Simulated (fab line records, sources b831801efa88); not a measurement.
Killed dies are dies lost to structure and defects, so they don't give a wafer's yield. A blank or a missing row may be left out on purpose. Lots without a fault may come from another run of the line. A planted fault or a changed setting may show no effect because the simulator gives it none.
Which tool did it? | flow sky130 | 6 lots, 18 wafers sampled, at 2 steps of a route of 708

WHAT THE GAUGES READ, wafer by wafer
SKY_SONOS_ONO_THK_MEAS_01.
lot  | measured     | on            | SONOS_ONO_OXIDATION_THK (nm)
L340 | day 12 01:56 | film_metro-04 | 2.61 2.61 2.65
L343 | day 12 20:29 | film_metro-03 | 2.56 2.64 2.57
L349 | day 15 03:32 | film_metro-04 | 2.94 3.03 2.93
L356 | day 17 09:02 | film_metro-04 | 2.65 2.59 2.62
L358 | day 17 21:08 | film_metro-03 | 2.59 2.62 2.57
L361 | day 19 06:50 | film_metro-03 | 2.54 2.55 2.59

WHICH TOOL RAN EACH LOT (tool, then ch and the chambers of the sampled wafers, then the start)
lot  | SKY_SONOS_ONO_OXIDATION_00
L340 | furnace-01 ch 0, day 12 00:35
L343 | furnace-01 ch 0, day 12 19:08
L349 | furnace-01 ch 0, day 15 02:12
L356 | furnace-02 ch 0, day 17 07:41
L358 | furnace-02 ch 0, day 17 19:47
L361 | furnace-01 ch 0, day 19 05:28
- SKY_SONOS_ONO_OXIDATION_00: stabilise 600 s, purge 300 s, target thk 2.6 nm.

THE ANSWER, worked out from the rows above alone
Rule: what is usual is taken from the lots themselves. Put in order of their means at a reading, lots are off if they are a third of the lots or fewer, leave a main group of 4 or more, and stand apart from it by a gap of 3 or more times the standard deviation of the main group's means; of several such gaps the widest counts. A main group whose means are all the same, to the digits that the tables above print for the reading, isn't used. A lot without any number at a reading at which 4 lots or more have one is off too. The other lots that the step has rows for count as sound.
Off: L349, at SKY_SONOS_ONO_THK_MEAS_01 (SONOS_ONO_OXIDATION_THK). The main group: mean 2.60 nm, standard deviation 0.023.
A tool fits if, at a process step before that reading, it ran every lot that is off, and no sound lot after the first of them. The gauges at SKY_SONOS_ONO_THK_MEAS_01 are tried like those tools. None of those tried fits.

WHAT THE SIMULATOR HAD PUT IN
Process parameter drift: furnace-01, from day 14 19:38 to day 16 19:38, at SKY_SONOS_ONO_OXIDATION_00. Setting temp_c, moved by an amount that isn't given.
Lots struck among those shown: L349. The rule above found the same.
